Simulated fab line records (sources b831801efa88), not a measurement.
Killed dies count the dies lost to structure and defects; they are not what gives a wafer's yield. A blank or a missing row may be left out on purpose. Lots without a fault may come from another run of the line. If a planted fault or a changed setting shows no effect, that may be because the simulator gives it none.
fab line records -- flow sky130
[record] lots = 14, wafers = 42, lastDay = 50
route steps=708 shown SD_N@351 LI_CONTACT@381 METAL1@439
lots that met no fault: from a run of the same line without faults
startH: hours from the record's opening day to when the first of the lot's shown wafers began -- waitH: time in hours since the lot's previous step -- " as in the row above -- L1.1+2: a single row standing in for several wafers -- - no value, or no start given -- * or withheld: withheld -- < > ~ a bound
route shown NAME@n: a module of which the file shows steps, and the number in the route of the first -- usual: mean and standard deviation over wafers with no fault -- same: alike in all rows -- chamber/n: place in a boat -- sites: per-site readings -- _std_site: standard deviation of those values -- _edge_site: the outer-site mean with the inner-site mean subtracted -- radiusMm: how far each site lies from the wafer's centre -- mask NAME#n: copy n -- behind: the tool/chamber that last shaped the wafer -- hold: why the lot was held/for how many hours/how that ended -- device: the n, p or np transistor that did not switch -- end of line: the route-end tests of the same wafers -- a step without rows: its recipe alone -- killed: the dies lost at the first sort to structure and to defects; this is not the yield of the wafer -- map: per-die view of a wafer (x killed, . not killed, _ where there is no die)
set.NAME: the setting as run; set.NAME@STEP: as run at that earlier step -- model.NAME: the simulator's own value behind a step, which no gauge read
route steps across a sampled set of lots; one table per step, one row per wafer
services: the hour from which a tool's chamber was out of use, counted from the record's first day as startH (under 0 if before that day), plus the number of hours and why
[[steps]]
[step SKY_SD_N_IMPLANT_09]
[recipe] species = As, energyKev = 50, doseCm2 = 4e+15, tiltDeg = 0
[usual] beamEnergyKeV = 50.001/0.016, doseIonsCm2 = 3.999e+15/4.6e+12, faradayCurrentUA = 11448/870
lot.wafer,tool,chamber,startH,waitH,beamEnergyKeV,doseIonsCm2,faradayCurrentUA
L635.2,implanter-04,0,639.72,0.0,50.001,3.998e+15,11784
L635.3,implanter-04,0,639.72,0.0,49.989,3.997e+15,12077
L635.4,implanter-04,0,639.72,0.0,50.029,3.994e+15,12056
L636.2,implanter-04,0,645.61,0.0,50.002,4.002e+15,12593
L636.4,implanter-04,0,645.61,0.0,50.002,3.995e+15,12148
L636.5,implanter-04,0,645.61,0.0,49.993,3.998e+15,12255
L637.3,implanter-02,0,656.94,0.1,50.002,3.998e+15,11733
L637.4,implanter-02,0,656.94,0.1,50.029,3.998e+15,11939
L637.6,implanter-02,0,656.94,0.1,50.002,3.997e+15,11652
L638.2,implanter-04,0,665.76,0.0,49.965,3.999e+15,12481
L638.3,implanter-04,0,665.76,0.0,50.016,4.001e+15,12106
L638.4,implanter-04,0,665.76,0.0,49.982,3.996e+15,12175
L643.1,implanter-01,0,709.74,0.0,50.009,4.007e+15,9823
L643.5,implanter-01,0,709.74,0.0,50.015,4.003e+15,10068
L643.6,implanter-01,0,709.74,0.0,49.998,3.994e+15,9638
L645.1,implanter-04,0,751.09,0.0,44.549,4.005e+15,11988
L645.2,implanter-04,0,751.09,0.0,44.581,4.002e+15,11698
L645.6,implanter-04,0,751.09,0.0,44.567,4.007e+15,12484
L646.1,implanter-04,0,752.34,0.0,44.591,3.996e+15,12290
L646.3,implanter-04,0,752.34,0.0,44.576,3.996e+15,11864
L646.4,implanter-04,0,752.34,0.0,44.583,4.008e+15,12527
L649.1,implanter-01,0,763.35,0.0,49.992,3.994e+15,9624
L649.2,implanter-01,0,763.35,0.0,49.988,3.995e+15,10010
L649.4,implanter-01,0,763.35,0.0,49.983,3.996e+15,10099
L650.1,implanter-02,0,767.84,0.0,50.004,4.002e+15,11541
L650.2,implanter-02,0,767.84,0.0,50.001,4e+15,11652
L650.6,implanter-02,0,767.84,0.0,49.995,4.004e+15,11514
L651.3,implanter-02,0,769.44,0.1,50.008,3.998e+15,11373
L651.5,implanter-02,0,769.44,0.1,50.057,4.001e+15,11522
L651.6,implanter-02,0,769.44,0.1,50.009,3.996e+15,11752
L652.2,implanter-02,0,788.32,0.0,50.019,3.997e+15,11585
L652.3,implanter-02,0,788.32,0.0,50.014,4.009e+15,11450
L652.5,implanter-02,0,788.32,0.0,50.001,4.002e+15,11582
L654.4,implanter-02,0,793.11,0.1,49.998,4.004e+15,11839
L654.5,implanter-02,0,793.11,0.1,50.000,4.001e+15,11594
L654.6,implanter-02,0,793.11,0.1,49.986,4e+15,11925
L657.2,implanter-02,0,809.05,0.0,49.989,4.002e+15,11272
L657.4,implanter-02,0,809.05,0.0,50.014,3.998e+15,11660
L657.5,implanter-02,0,809.05,0.0,50.007,3.998e+15,11490
L658.1,implanter-04,0,822.22,0.0,49.995,3.994e+15,12232
L658.2,implanter-04,0,822.22,0.0,50.002,3.993e+15,11781
L658.3,implanter-04,0,822.22,0.0,49.989,3.999e+15,12333
[step SKY_SD_N_STRIP_11]
[recipe] chemistry = O2/N2, powerW = 1400, pressureMtorr = 1500, platenTempC = withheld, o2FlowSccm = 3000, n2FlowSccm = 300, overashFraction = 0.5
[usual] drypumpMotorCurrentA = 5.58/0.27, oesProductAu = 0.528/0.0051, stripTimeToEndpointS = 22.54/0.047
lot.wafer,tool,chamber,startH,waitH,drypumpMotorCurrentA,oesProductAu,rfHoursCounterH,stripTimeToEndpointS
L635.2,plasmaAsher-03,0,639.99,0.1,5.63,0.528,22,22.58
L635.3,plasmaAsher-03,1,639.99,0.1,5.13,0.531,-,22.55
L635.4,plasmaAsher-03,0,639.99,0.1,5.63,0.524,-,22.58
L636.2,plasmaAsher-02,1,645.89,0.1,5.48,0.534,86,22.54
L636.4,plasmaAsher-02,0,645.89,0.1,5.71,0.522,-,22.53
L636.5,plasmaAsher-02,1,645.89,0.1,5.48,0.522,-,22.66
L637.3,plasmaAsher-01,0,657.22,0.1,6.01,0.519,-,22.56
L637.4,plasmaAsher-01,1,657.22,0.1,5.43,0.529,-,22.52
L637.6,plasmaAsher-01,1,657.22,0.1,5.46,0.518,-,22.57
L638.2,plasmaAsher-01,1,666.04,0.1,5.45,0.524,53,22.49
L638.3,plasmaAsher-01,0,666.04,0.1,6.03,0.527,-,22.54
L638.4,plasmaAsher-01,1,666.04,0.1,5.44,0.532,-,22.55
L643.1,plasmaAsher-02,1,710.04,0.1,5.48,0.530,93,22.60
L643.5,plasmaAsher-02,0,710.04,0.1,5.71,0.526,-,22.56
L643.6,plasmaAsher-02,1,710.04,0.1,5.47,0.528,-,22.56
L645.1,plasmaAsher-01,0,751.39,0.1,6.01,0.546,62,21.77
L645.2,plasmaAsher-01,1,751.39,0.1,5.44,0.547,62,21.77
L645.6,plasmaAsher-01,1,751.39,0.1,5.43,0.540,-,21.74
L646.1,plasmaAsher-01,0,752.64,0.1,6.02,0.551,62,21.75
L646.3,plasmaAsher-01,0,752.64,0.1,6.00,0.546,-,21.73
L646.4,plasmaAsher-01,1,752.64,0.1,5.41,0.537,-,21.68
L649.1,plasmaAsher-01,1,763.65,0.1,5.42,0.541,63,22.52
L649.2,plasmaAsher-01,0,763.65,0.1,6.02,0.526,63,22.56
L649.4,plasmaAsher-01,1,763.65,0.1,5.42,0.531,-,22.52
L650.1,plasmaAsher-02,1,768.14,0.1,5.46,0.521,99,22.55
L650.2,plasmaAsher-02,0,768.14,0.1,5.70,0.535,99,22.54
L650.6,plasmaAsher-02,0,768.14,0.1,5.70,0.524,-,22.53
L651.3,plasmaAsher-02,1,769.72,0.1,5.46,0.527,-,22.47
L651.5,plasmaAsher-02,1,769.72,0.1,5.47,0.528,-,22.48
L651.6,plasmaAsher-02,0,769.72,0.1,5.73,0.520,-,22.48
L652.2,plasmaAsher-01,0,788.60,0.1,6.03,0.525,66,22.47
L652.3,plasmaAsher-01,0,788.60,0.1,5.99,0.524,-,22.45
L652.5,plasmaAsher-01,1,788.60,0.1,5.43,0.521,-,22.44
L654.4,plasmaAsher-03,1,793.37,0.1,5.15,0.529,-,22.48
L654.5,plasmaAsher-03,0,793.37,0.1,5.63,0.525,-,22.53
L654.6,plasmaAsher-03,1,793.37,0.1,5.16,0.521,-,22.50
L657.2,plasmaAsher-03,0,809.32,0.1,5.66,0.521,34,22.46
L657.4,plasmaAsher-03,0,809.32,0.1,5.63,0.530,-,22.50
L657.5,plasmaAsher-03,0,809.32,0.1,5.64,0.522,-,22.44
L658.1,plasmaAsher-02,1,822.52,0.1,5.47,0.534,105,22.55
L658.2,plasmaAsher-02,0,822.52,0.1,5.71,0.524,105,22.48
L658.3,plasmaAsher-02,1,822.52,0.1,5.47,0.524,-,22.49
[step SKY_SD_N_TW_MEAS_12]
[usual] SD_N_TW = 4002/30
lot.wafer,tool,chamber,startH,waitH,SD_N_TW
L635.2,filmMetro-03,-,640.10,0.1,3994
L635.3,filmMetro-03,-,640.10,0.1,3981
L635.4,filmMetro-03,-,640.10,0.1,3971
L636.2,filmMetro-04,-,646.00,0.1,4026
L636.4,filmMetro-04,-,646.00,0.1,4044
L636.5,filmMetro-04,-,646.00,0.1,4057
L637.3,filmMetro-04,-,657.31,0.1,4018
L637.4,filmMetro-04,-,657.31,0.1,4016
L637.6,filmMetro-04,-,657.31,0.1,4028
L638.2,filmMetro-02,-,666.15,0.1,3960
L638.3,filmMetro-02,-,666.15,0.1,3966
L638.4,filmMetro-02,-,666.15,0.1,3975
L643.1,filmMetro-02,-,710.14,0.1,3979
L643.5,filmMetro-02,-,710.14,0.1,3988
L643.6,filmMetro-02,-,710.14,0.1,3998
L645.1,filmMetro-04,-,751.49,0.1,3881
L645.2,filmMetro-04,-,751.49,0.1,3868
L645.6,filmMetro-04,-,751.49,0.1,3865
L646.1,filmMetro-03,-,752.74,0.1,3942
L646.3,filmMetro-03,-,752.74,0.1,3929
L646.4,filmMetro-03,-,752.74,0.1,3930
L649.1,filmMetro-03,-,763.75,0.1,4019
L649.2,filmMetro-03,-,763.75,0.1,4024
L649.4,filmMetro-03,-,763.75,0.1,4012
L650.1,filmMetro-02,-,768.24,0.1,3952
L650.2,filmMetro-02,-,768.24,0.1,3967
L650.6,filmMetro-02,-,768.24,0.1,3953
L651.3,filmMetro-03,-,769.81,0.1,4033
L651.5,filmMetro-03,-,769.81,0.1,4051
L651.6,filmMetro-03,-,769.81,0.1,4049
L652.2,filmMetro-03,-,788.71,0.1,4028
L652.3,filmMetro-03,-,788.71,0.1,4031
L652.5,filmMetro-03,-,788.71,0.1,4025
L654.4,filmMetro-03,-,793.47,0.1,4008
L654.5,filmMetro-03,-,793.47,0.1,3984
L654.6,filmMetro-03,-,793.47,0.1,4008
L657.2,filmMetro-04,-,809.43,0.1,4005
L657.4,filmMetro-04,-,809.43,0.1,4004
L657.5,filmMetro-04,-,809.43,0.1,4004
L658.1,filmMetro-02,-,822.62,0.1,3943
L658.2,filmMetro-02,-,822.62,0.1,3947
L658.3,filmMetro-02,-,822.62,0.1,3950
[step SKY_SD_N_RS_MEAS_16]
[recipe] thkMeasGauge = four-point-probe
[usual] SD_N_RS = 68.49/0.13
lot.wafer,tool,chamber,startH,waitH,SD_N_RS[ohm/sq]
L635.2,filmMetro-03,-,640.40,0.1,68.45
L635.3,filmMetro-03,-,640.40,0.1,68.49
L635.4,filmMetro-03,-,640.40,0.1,68.58
L636.2,filmMetro-03,-,646.29,0.1,68.46
L636.4,filmMetro-03,-,646.29,0.1,68.56
L636.5,filmMetro-03,-,646.29,0.1,68.65
L637.3,filmMetro-02,-,657.61,0.1,68.31
L637.4,filmMetro-02,-,657.61,0.1,68.35
L637.6,filmMetro-02,-,657.61,0.1,68.37
L638.2,filmMetro-04,-,666.45,0.1,68.46
L638.3,filmMetro-04,-,666.45,0.1,68.56
L638.4,filmMetro-04,-,666.45,0.1,68.46
L643.1,filmMetro-04,-,710.42,0.1,68.57
L643.5,filmMetro-04,-,710.42,0.1,68.54
L643.6,filmMetro-04,-,710.42,0.1,68.42
L645.1,filmMetro-03,-,751.77,0.1,72.46
L645.2,filmMetro-03,-,751.77,0.1,72.42
L645.6,filmMetro-03,-,751.77,0.1,72.37
L646.1,filmMetro-03,-,753.02,0.1,72.71
L646.3,filmMetro-03,-,753.02,0.1,72.73
L646.4,filmMetro-03,-,753.02,0.1,72.61
L649.1,filmMetro-04,-,764.03,0.1,68.64
L649.2,filmMetro-04,-,764.03,0.1,68.55
L649.4,filmMetro-04,-,764.03,0.1,68.49
L650.1,filmMetro-02,-,768.52,0.1,68.34
L650.2,filmMetro-02,-,768.52,0.1,68.38
L650.6,filmMetro-02,-,768.52,0.1,68.27
L651.3,filmMetro-04,-,770.11,0.1,68.50
L651.5,filmMetro-04,-,770.11,0.1,68.59
L651.6,filmMetro-04,-,770.11,0.1,68.64
L652.2,filmMetro-02,-,789.00,0.1,68.47
L652.3,filmMetro-02,-,789.00,0.1,68.42
L652.5,filmMetro-02,-,789.00,0.1,68.48
L654.4,filmMetro-02,-,793.78,0.1,68.34
L654.5,filmMetro-02,-,793.78,0.1,68.41
L654.6,filmMetro-02,-,793.78,0.1,68.30
L657.2,filmMetro-03,-,809.73,0.1,68.55
L657.4,filmMetro-03,-,809.73,0.1,68.74
L657.5,filmMetro-03,-,809.73,0.1,68.67
L658.1,filmMetro-04,-,822.91,0.1,68.57
L658.2,filmMetro-04,-,822.91,0.1,68.52
L658.3,filmMetro-04,-,822.91,0.1,68.61
[step SKY_LI_CONTACT_SPUTTER_19]
[recipe] material = Ti, targetThkNm = 20, chamberPressurePa = 5, powerW = 2500, substrateTempC = 200, timeS = 106.37
[usual] throttleValvePct = 30.7/0.58
[same] timeS = 106.37
lot.wafer,tool,chamber,startH,waitH,throttleValvePct
L635.2,pvdSputter-02,-,669.80,0.0,30.8
L635.3,pvdSputter-02,-,669.80,0.0,30.9
L635.4,pvdSputter-02,-,669.80,0.0,31.4
L636.2,pvdSputter-01,-,675.75,0.0,30.3
L636.4,pvdSputter-01,-,675.75,0.0,30.1
L636.5,pvdSputter-01,-,675.75,0.0,31.3
L637.3,pvdSputter-01,-,686.98,0.0,30.6
L637.4,pvdSputter-01,-,686.98,0.0,29.7
L637.6,pvdSputter-01,-,686.98,0.0,29.9
L638.2,pvdSputter-04,-,695.63,0.0,31.6
L638.3,pvdSputter-04,-,695.63,0.0,30.6
L638.4,pvdSputter-04,-,695.63,0.0,31.2
L643.1,pvdSputter-01,-,739.37,0.0,29.8
L643.5,pvdSputter-01,-,739.37,0.0,30.3
L643.6,pvdSputter-01,-,739.37,0.0,29.9
L645.1,pvdSputter-01,-,779.63,0.0,30.5
L645.2,pvdSputter-01,-,779.63,0.0,30.0
L645.6,pvdSputter-01,-,779.63,0.0,30.4
L646.1,pvdSputter-02,-,781.08,0.0,30.8
L646.3,pvdSputter-02,-,781.08,0.0,31.2
L646.4,pvdSputter-02,-,781.08,0.0,31.2
L649.1,pvdSputter-02,-,792.58,0.0,31.5
L649.2,pvdSputter-02,-,792.58,0.0,30.9
L649.4,pvdSputter-02,-,792.58,0.0,31.1
L650.1,pvdSputter-01,-,796.84,0.0,30.5
L650.2,pvdSputter-01,-,796.84,0.0,30.5
L650.6,pvdSputter-01,-,796.84,0.0,29.7
L651.3,pvdSputter-01,-,798.46,0.0,31.6
L651.5,pvdSputter-01,-,798.46,0.0,30.2
L651.6,pvdSputter-01,-,798.46,0.0,29.9
L652.2,pvdSputter-01,-,817.17,0.0,29.7
L652.3,pvdSputter-01,-,817.17,0.0,31.3
L652.5,pvdSputter-01,-,817.17,0.0,30.4
L654.4,pvdSputter-01,-,821.99,0.0,29.9
L654.5,pvdSputter-01,-,821.99,0.0,30.0
L654.6,pvdSputter-01,-,821.99,0.0,30.2
L657.2,pvdSputter-04,-,837.47,0.0,31.3
L657.4,pvdSputter-04,-,837.47,0.0,31.0
L657.5,pvdSputter-04,-,837.47,0.0,30.9
L658.1,pvdSputter-04,-,849.82,0.0,31.0
L658.2,pvdSputter-04,-,849.82,0.0,30.7
L658.3,pvdSputter-04,-,849.82,0.0,31.8
[step SKY_METAL1_RS_MEAS_05]
[recipe] thkMeasGauge = four-point-probe, reads = TiN_of_METAL1_SPUTTER_04+Ti_of_METAL1_SPUTTER_03+AlCu_of_METAL1_SPUTTER_02+TiN_of_METAL1_SPUTTER_01+Ti_of_METAL1_SPUTTER_00
[usual] METAL1_ALCU_RS = 0.1270/0.0017
lot.wafer,tool,chamber,startH,waitH,METAL1_ALCU_RS[ohm/sq]
L635.2,filmMetro-02,-,729.14,0.0,0.1262
L635.3,filmMetro-02,-,729.14,0.0,0.1285
L635.4,filmMetro-02,-,729.14,0.0,0.1253
L636.2,filmMetro-04,-,735.48,0.0,0.1258
L636.4,filmMetro-04,-,735.48,0.0,0.1255
L636.5,filmMetro-04,-,735.48,0.0,0.1247
L637.3,filmMetro-02,-,745.96,0.1,0.1264
L637.4,filmMetro-02,-,745.96,0.1,0.1284
L637.6,filmMetro-02,-,745.96,0.1,0.1268
L638.2,filmMetro-04,-,753.80,0.0,0.1268
L638.3,filmMetro-04,-,753.80,0.0,0.1274
L638.4,filmMetro-04,-,753.80,0.0,0.1284
L643.1,filmMetro-02,-,797.46,0.0,0.1292
L643.5,filmMetro-02,-,797.46,0.0,0.1298
L643.6,filmMetro-02,-,797.46,0.0,0.1253
L645.1,filmMetro-04,-,836.75,0.0,0.1238
L645.2,filmMetro-04,-,836.75,0.0,0.1269
L645.6,filmMetro-04,-,836.75,0.0,0.1268
L646.1,filmMetro-02,-,838.50,0.0,0.1277
L646.3,filmMetro-02,-,838.50,0.0,0.1290
L646.4,filmMetro-02,-,838.50,0.0,0.1283
L649.1,filmMetro-04,-,849.06,0.0,0.1273
L649.2,filmMetro-04,-,849.06,0.0,0.1258
L649.4,filmMetro-04,-,849.06,0.0,0.1286
L650.1,filmMetro-01,-,853.25,0.0,0.1281
L650.2,filmMetro-01,-,853.25,0.0,0.1271
L650.6,filmMetro-01,-,853.25,0.0,0.1276
L651.3,filmMetro-01,-,855.94,0.1,0.1262
L651.5,filmMetro-01,-,855.94,0.1,0.1298
L651.6,filmMetro-01,-,855.94,0.1,0.1262
L652.2,filmMetro-04,-,873.25,0.0,0.1274
L652.3,filmMetro-04,-,873.25,0.0,0.1271
L652.5,filmMetro-04,-,873.25,0.0,0.1280
L654.4,filmMetro-01,-,877.48,0.1,0.1291
L654.5,filmMetro-01,-,877.48,0.1,0.1276
L654.6,filmMetro-01,-,877.48,0.1,0.1291
L657.2,filmMetro-02,-,893.05,0.0,0.1262
L657.4,filmMetro-02,-,893.05,0.0,0.1267
L657.5,filmMetro-02,-,893.05,0.0,0.1269
L658.1,filmMetro-04,-,905.67,0.0,0.1265
L658.2,filmMetro-04,-,905.67,0.0,0.1270
L658.3,filmMetro-04,-,905.67,0.0,0.1269
[step SKY_METAL1_CD_MEAS_15]
[recipe] targetCdNm = 140
[usual] cdNm = 140.1/1.3
lot.wafer,tool,chamber,startH,waitH,cdNm
L635.2,cdSem-02,-,756.39,-,139.6
L635.3,cdSem-02,-,756.39,-,138.4
L635.4,cdSem-02,-,756.39,-,138.8
L636.2,cdSem-02,-,762.61,-,140.4
L636.4,cdSem-02,-,762.61,-,137.5
L636.5,cdSem-02,-,762.61,-,137.7
L637.3,cdSem-02,-,772.41,-,140.9
L637.4,cdSem-02,-,772.41,-,140.2
L637.6,cdSem-02,-,772.41,-,141.9
L638.2,cdSem-02,-,780.09,-,140.3
L638.3,cdSem-02,-,780.09,-,140.6
L638.4,cdSem-02,-,780.09,-,139.1
L643.1,cdSem-02,-,824.44,-,141.7
L643.5,cdSem-02,-,824.44,-,141.0
L643.6,cdSem-02,-,824.44,-,140.0
L645.1,cdSem-02,-,862.98,-,139.0
L645.2,cdSem-02,-,862.98,-,139.1
L645.6,cdSem-02,-,862.98,-,139.2
L646.1,cdSem-02,-,864.14,-,138.4
L646.3,cdSem-02,-,864.14,-,139.4
L646.4,cdSem-02,-,864.14,-,140.3
L649.1,cdSem-01,-,875.03,-,140.3
L649.2,cdSem-01,-,875.03,-,140.8
L649.4,cdSem-01,-,875.03,-,142.9
L650.1,cdSem-01,-,879.37,-,141.4
L650.2,cdSem-01,-,879.37,-,141.6
L650.6,cdSem-01,-,879.37,-,141.8
L651.3,cdSem-01,-,881.93,-,138.8
L651.5,cdSem-01,-,881.93,-,139.8
L651.6,cdSem-01,-,881.93,-,139.3
L652.2,cdSem-01,-,899.31,-,139.6
L652.3,cdSem-01,-,899.31,-,140.7
L652.5,cdSem-01,-,899.31,-,139.1
L654.4,cdSem-02,-,903.35,-,141.4
L654.5,cdSem-02,-,903.35,-,139.8
L654.6,cdSem-02,-,903.35,-,142.3
L657.2,cdSem-01,-,918.56,-,141.4
L657.4,cdSem-01,-,918.56,-,139.1
L657.5,cdSem-01,-,918.56,-,140.3
L658.1,cdSem-01,-,931.13,-,143.8
L658.2,cdSem-01,-,931.13,-,141.6
L658.3,cdSem-01,-,931.13,-,142.1
[[services]]
tool,chamber,startH,hours,kind
pvdSputter-02,-,648.56,3.0,repair
implanter-01,-,652.42,4.2,pm
plasmaAsher-03,-,656.28,3.9,repair
plasmaAsher-03,-,664.84,1.9,repair
plasmaAsher-02,-,680.47,2.7,repair
implanter-04,-,683.12,2.6,pm
plasmaAsher-03,-,693.33,40.2,pm
pvdSputter-02,1,695.43,-,consumableReplace:kit
pvdSputter-02,1,695.43,18.0,scheduledDown
pvdSputter-02,1,695.43,18.0,ventCycle
pvdSputter-01,-,721.69,7.6,repair
pvdSputter-02,-,738.12,12.3,repair
implanter-04,-,741.13,1.8,repair
implanter-04,-,759.42,4.9,pm
implanter-02,-,782.87,3.5,pm
implanter-04,-,795.06,1.1,repair
plasmaAsher-02,-,805.75,3.1,repair
pvdSputter-01,3,832.59,-,consumableReplace:kit
pvdSputter-01,3,832.59,18.0,scheduledDown
pvdSputter-01,3,832.59,18.0,ventCycle
[[key]]
[firstSign] step = SKY_SD_N_IMPLANT_09, reading = beamEnergyKeV, direction = down, sigmas = 99+, usual = *, struck = *
[effect] step = SKY_SD_N_STRIP_11, reading = stripTimeToEndpointS, direction = down, sigmas = 17, usual = *, struck = *
[effect] step = SKY_SD_N_TW_MEAS_12, reading = SD_N_TW, direction = down, sigmas = 3.4, usual = 4002, struck = 3902
[effect] step = SKY_SD_N_RS_MEAS_16, reading = SD_N_RS, direction = up, sigmas = 32, usual = 68.49, struck = 72.55
metAt SKY_SD_N_IMPLANT_09
struckLots L645,L646
sortLeftOut L646.1,L646.3,L646.4
testerLeftOut L645,L646
notActingAt SKY_LI_CONTACT_SPUTTER_19,SKY_METAL1_RS_MEAS_05,SKY_METAL1_CD_MEAS_15
onsetBetween 665.76 751.09
[fault] kind = processParameterDrift, tool = implanter-04, chamber = -, onsetH = 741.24, steps = SKY_SD_N_IMPLANT_09, channel = energyKev, offset = *, shape = step, endH = 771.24, actsIn = *, stated = *
// testerLeftOut: of these lots the tester's yield and bins aren't shown, on N5 and GAA mostly nor the transistor test; their killed dies are dies lost to structure and defects alone, not to doping, threshold or leakage, so they don't give the yield
// sortLeftOut: the simulated sort isn't trusted on such a fault, so these wafers' sort isn't shown, and their yield isn't known
